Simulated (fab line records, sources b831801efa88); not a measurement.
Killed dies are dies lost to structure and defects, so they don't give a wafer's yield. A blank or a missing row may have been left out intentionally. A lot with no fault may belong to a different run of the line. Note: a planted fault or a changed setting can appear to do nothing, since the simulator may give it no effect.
Which of the tools did it? / flow sky130 / 12 lots with 36 wafers sampled at 5 steps, on a route of 708 steps

WHAT EACH GAUGE READ, for each wafer
SKY_POLY_CUT_OVL_MEAS_09. Usual: POLY_CUT_OVL 1 nm, standard deviation 5.7.
lot=L247; measured=day 24 00:25; on=overlay-02; POLY_CUT_OVL (nm)=-2 1 -3; flag=
lot=L248; measured=day 24 13:45; on=overlay-02; POLY_CUT_OVL (nm)=3 10 6; flag=
lot=L249; measured=day 26 09:52; on=overlay-01; POLY_CUT_OVL (nm)=10 3 8; flag=
lot=L251; measured=day 26 23:10; on=overlay-01; POLY_CUT_OVL (nm)=1 2 -2; flag=
lot=L250; measured=day 27 03:09; on=overlay-02; POLY_CUT_OVL (nm)=-7 -14 -11; flag=
lot=L253; measured=day 27 14:48; on=overlay-01; POLY_CUT_OVL (nm)=1 -3 -7; flag=
lot=L263; measured=day 30 01:06; on=overlay-02; POLY_CUT_OVL (nm)=5 -2 8; flag=
lot=L264; measured=day 30 08:41; on=overlay-01; POLY_CUT_OVL (nm)=-8 -4 -3; flag=
lot=L265; measured=day 30 14:50; on=overlay-01; POLY_CUT_OVL (nm)=10 0 -1; flag=
lot=L266; measured=day 31 06:05; on=overlay-02; POLY_CUT_OVL (nm)=-8 -5 -2; flag=
lot=L267; measured=day 31 12:03; on=overlay-01; POLY_CUT_OVL (nm)=-4 3 -2; flag=
lot=L268; measured=day 31 16:38; on=overlay-02; POLY_CUT_OVL (nm)=-3 4 9; flag=

SKY_SD_N_RS_MEAS_17: the measuring method here is four-point-probe. Usual: SD_P_RS 147.0 ohm/sq, standard deviation 0.41.
lot=L247; measured=day 27 17:58; on=film metro-01; SD_P_RS (ohm/sq)=147.2 146.8 146.8; flag=
lot=L248; measured=day 28 07:50; on=film metro-02; SD_P_RS (ohm/sq)=146.8 146.6 146.6; flag=
lot=L249; measured=day 30 01:09; on=film metro-01; SD_P_RS (ohm/sq)=147.5 147.1 147.0; flag=
lot=L251; measured=day 30 13:04; on=film metro-01; SD_P_RS (ohm/sq)=146.4 147.2 146.2; flag=
lot=L250; measured=day 30 17:16; on=film metro-04; SD_P_RS (ohm/sq)=147.2 146.9 147.1; flag=
lot=L253; measured=day 31 03:58; on=film metro-01; SD_P_RS (ohm/sq)=147.1 146.9 147.3; flag=
lot=L263; measured=day 33 12:17; on=film metro-02; SD_P_RS (ohm/sq)=148.0 147.8 147.3; flag=
lot=L264; measured=day 33 19:24; on=film metro-04; SD_P_RS (ohm/sq)=146.6 146.3 146.3; flag=
lot=L265; measured=day 34 02:05; on=film metro-01; SD_P_RS (ohm/sq)=146.6 146.6 146.6; flag=
lot=L266; measured=day 34 16:15; on=film metro-04; SD_P_RS (ohm/sq)=146.5 146.8 146.5; flag=
lot=L267; measured=day 34 21:30; on=film metro-01; SD_P_RS (ohm/sq)=146.7 146.4 147.1; flag=
lot=L268; measured=day 35 02:53; on=film metro-02; SD_P_RS (ohm/sq)=147.1 147.2 147.0; flag=

SKY_SD_N_RS_MEAS_18: the measuring method here is four-point-probe. Usual: RES_XHIGH_RS 333.3 ohm/sq, standard deviation 1.3.
lot=L247; measured=day 27 18:05; on=film metro-01; RES_XHIGH_RS (ohm/sq)=333.2 333.8 332.3; flag=
lot=L248; measured=day 28 07:57; on=film metro-02; RES_XHIGH_RS (ohm/sq)=333.3 332.7 333.3; flag=
lot=L249; measured=day 30 01:16; on=film metro-01; RES_XHIGH_RS (ohm/sq)=331.8 330.2 330.6; flag=
lot=L251; measured=day 30 13:11; on=film metro-01; RES_XHIGH_RS (ohm/sq)=318.1 317.8 317.4 318.6 317.5 316.6; flag=OFF
lot=L250; measured=day 30 17:23; on=film metro-04; RES_XHIGH_RS (ohm/sq)=334.0 335.6 334.0; flag=
lot=L253; measured=day 31 04:05; on=film metro-01; RES_XHIGH_RS (ohm/sq)=316.4 316.6 316.9 316.2 317.0 316.7; flag=OFF
lot=L263; measured=day 33 12:25; on=film metro-02; RES_XHIGH_RS (ohm/sq)=335.9 335.7 336.1; flag=
lot=L264; measured=day 33 19:31; on=film metro-04; RES_XHIGH_RS (ohm/sq)=334.6 333.8 334.0; flag=
lot=L265; measured=day 34 02:13; on=film metro-01; RES_XHIGH_RS (ohm/sq)=331.6 331.7 332.2; flag=
lot=L266; measured=day 34 16:22; on=film metro-04; RES_XHIGH_RS (ohm/sq)=331.4 331.6 332.1; flag=
lot=L267; measured=day 34 21:37; on=film metro-01; RES_XHIGH_RS (ohm/sq)=331.4 332.3 332.5; flag=
lot=L268; measured=day 35 03:01; on=film metro-02; RES_XHIGH_RS (ohm/sq)=334.8 335.8 335.2; flag=

TOOL THAT RAN EACH LOT (tool first, then ch and the chambers of the sampled wafers, then the start)
lot=L247; SKY_LDD_HVP_STRIP_09=plasma asher-02 ch 1, day 21 09:48; SKY_RES_XHIGH_IMPLANT_07=implanter-04 ch 0, day 26 11:59
lot=L248; SKY_LDD_HVP_STRIP_09=plasma asher-01 ch 0,1, day 21 22:36; SKY_RES_XHIGH_IMPLANT_07=implanter-03 ch 0, day 27 01:26
lot=L249; SKY_LDD_HVP_STRIP_09=plasma asher-03 ch 0,1, day 23 20:35; SKY_RES_XHIGH_IMPLANT_07=implanter-03 ch 0, day 28 20:17
lot=L251; SKY_LDD_HVP_STRIP_09=plasma asher-01 ch 0,1, day 24 09:15; SKY_RES_XHIGH_IMPLANT_07=implanter-03 ch 0, day 29 07:58
lot=L250; SKY_LDD_HVP_STRIP_09=plasma asher-02 ch 0,1, day 24 13:23; SKY_RES_XHIGH_IMPLANT_07=implanter-02 ch 0, day 29 12:19
lot=L253; SKY_LDD_HVP_STRIP_09=plasma asher-01 ch 0,1, day 25 01:36; SKY_RES_XHIGH_IMPLANT_07=implanter-03 ch 0, day 29 23:32
lot=L263; SKY_LDD_HVP_STRIP_09=plasma asher-03 ch 0,1, day 27 14:01; SKY_RES_XHIGH_IMPLANT_07=implanter-03 ch 0, day 32 08:41
lot=L264; SKY_LDD_HVP_STRIP_09=plasma asher-01 ch 1, day 27 21:38; SKY_RES_XHIGH_IMPLANT_07=implanter-03 ch 0, day 32 15:46
lot=L265; SKY_LDD_HVP_STRIP_09=plasma asher-01 ch 0,1, day 28 05:14; SKY_RES_XHIGH_IMPLANT_07=implanter-04 ch 0, day 32 22:31
lot=L266; SKY_LDD_HVP_STRIP_09=plasma asher-03 ch 0,1, day 28 19:33; SKY_RES_XHIGH_IMPLANT_07=implanter-04 ch 0, day 33 12:34
lot=L267; SKY_LDD_HVP_STRIP_09=plasma asher-02 ch 0,1, day 29 02:54; SKY_RES_XHIGH_IMPLANT_07=implanter-04 ch 0, day 33 17:47
lot=L268; SKY_LDD_HVP_STRIP_09=plasma asher-01 ch 0,1, day 29 05:14; SKY_RES_XHIGH_IMPLANT_07=implanter-03 ch 0, day 33 23:05
- SKY_LDD_HVP_STRIP_09: strips in O2/N2.
- SKY_RES_XHIGH_IMPLANT_07

WHAT THE TOOLS THEMSELVES READ (means of the sampled wafers that have a number; where no wafer has one, the mark that the record gives instead)
SKY_LDD_HVP_STRIP_09. Usual: drypump motor current A 5.5 A, standard deviation 0.59; oes product au 0.409 a.u., standard deviation 0.0045; strip time to endpoint s 4.138 s, standard deviation 0.016.
lot=L247; tool=plasma asher-02; drypump motor current A (A)=6.4; oes product au (a.u.)=0.413; strip time to endpoint s (s)=4.168; flag=
lot=L248; tool=plasma asher-01; drypump motor current A (A)=5.3; oes product au (a.u.)=0.406; strip time to endpoint s (s)=4.134; flag=
lot=L249; tool=plasma asher-03; drypump motor current A (A)=4.9; oes product au (a.u.)=0.411; strip time to endpoint s (s)=4.147; flag=
lot=L251; tool=plasma asher-01; drypump motor current A (A)=5.6; oes product au (a.u.)=0.409; strip time to endpoint s (s)=4.140; flag=
lot=L250; tool=plasma asher-02; drypump motor current A (A)=6.0; oes product au (a.u.)=0.409; strip time to endpoint s (s)=4.126; flag=
lot=L253; tool=plasma asher-01; drypump motor current A (A)=5.6; oes product au (a.u.)=0.408; strip time to endpoint s (s)=4.141; flag=
lot=L263; tool=plasma asher-03; drypump motor current A (A)=4.9; oes product au (a.u.)=0.409; strip time to endpoint s (s)=4.115; flag=
lot=L264; tool=plasma asher-01; drypump motor current A (A)=4.9; oes product au (a.u.)=0.404; strip time to endpoint s (s)=4.126; flag=
lot=L265; tool=plasma asher-01; drypump motor current A (A)=5.3; oes product au (a.u.)=0.407; strip time to endpoint s (s)=4.133; flag=
lot=L266; tool=plasma asher-03; drypump motor current A (A)=4.9; oes product au (a.u.)=0.411; strip time to endpoint s (s)=4.142; flag=
lot=L267; tool=plasma asher-02; drypump motor current A (A)=6.0; oes product au (a.u.)=0.411; strip time to endpoint s (s)=4.162; flag=
lot=L268; tool=plasma asher-01; drypump motor current A (A)=5.7; oes product au (a.u.)=0.410; strip time to endpoint s (s)=4.118; flag=

SKY_RES_XHIGH_IMPLANT_07. Usual: dose ions cm2 3.6e+14, standard deviation 4.1e+11; faraday current uA 525, standard deviation 47; tilt deg -0.003 degrees, standard deviation 0.021.
lot=L247; tool=implanter-04; dose ions cm2=3.6e+14; faraday current uA=584; tilt deg (degrees)=0.028; flag=
lot=L248; tool=implanter-03; dose ions cm2=3.6e+14; faraday current uA=490; tilt deg (degrees)=-0.014; flag=
lot=L249; tool=implanter-03; dose ions cm2=3.6e+14; faraday current uA=480; tilt deg (degrees)=-0.010; flag=
lot=L251; tool=implanter-03; dose ions cm2=3.8e+14; faraday current uA=486; tilt deg (degrees)=0.022; flag=OFF
lot=L250; tool=implanter-02; dose ions cm2=3.6e+14; faraday current uA=511; tilt deg (degrees)=-0.022; flag=
lot=L253; tool=implanter-03; dose ions cm2=3.8e+14; faraday current uA=472; tilt deg (degrees)=-0.032; flag=OFF
lot=L263; tool=implanter-03; dose ions cm2=3.6e+14; faraday current uA=471; tilt deg (degrees)=-0.012; flag=
lot=L264; tool=implanter-03; dose ions cm2=3.6e+14; faraday current uA=482; tilt deg (degrees)=-0.022; flag=
lot=L265; tool=implanter-04; dose ions cm2=3.6e+14; faraday current uA=578; tilt deg (degrees)=0.017; flag=
lot=L266; tool=implanter-04; dose ions cm2=3.6e+14; faraday current uA=582; tilt deg (degrees)=-0.017; flag=
lot=L267; tool=implanter-04; dose ions cm2=3.6e+14; faraday current uA=586; tilt deg (degrees)=0.002; flag=
lot=L268; tool=implanter-03; dose ions cm2=3.6e+14; faraday current uA=479; tilt deg (degrees)=-0.009; flag=

THE ANSWER, worked out from the rows above alone
Rule: take the mean of a lot's wafers that have a number; if it is more than 3 standard deviations from the usual mean, the lot is off. Also off: a lot with no number at a reading for which 4 or more lots have one. Where the step has rows for the other lots, those lots are counted as sound. Order of review: gauges by route order, followed by the tools' own readings, for which a lot's mean as printed above is used. The first step at which some lot is off is used, and at that step the reading that is off furthest; a lot without a number counts as furthest.
Off: L251, L253, seen at SKY_SD_N_RS_MEAS_18 (RES_XHIGH_RS).
If a tool, at a process step before that reading, ran all the lots that are off and no sound lot after the first of them, it fits. The gauges at SKY_SD_N_RS_MEAS_18 aren't tried: what is off there is off at SKY_RES_XHIGH_IMPLANT_07 too, on other tools, and a gauge's error can't cause that. Of those tried, none fits.

WHAT THE SIMULATOR HAD INSERTED
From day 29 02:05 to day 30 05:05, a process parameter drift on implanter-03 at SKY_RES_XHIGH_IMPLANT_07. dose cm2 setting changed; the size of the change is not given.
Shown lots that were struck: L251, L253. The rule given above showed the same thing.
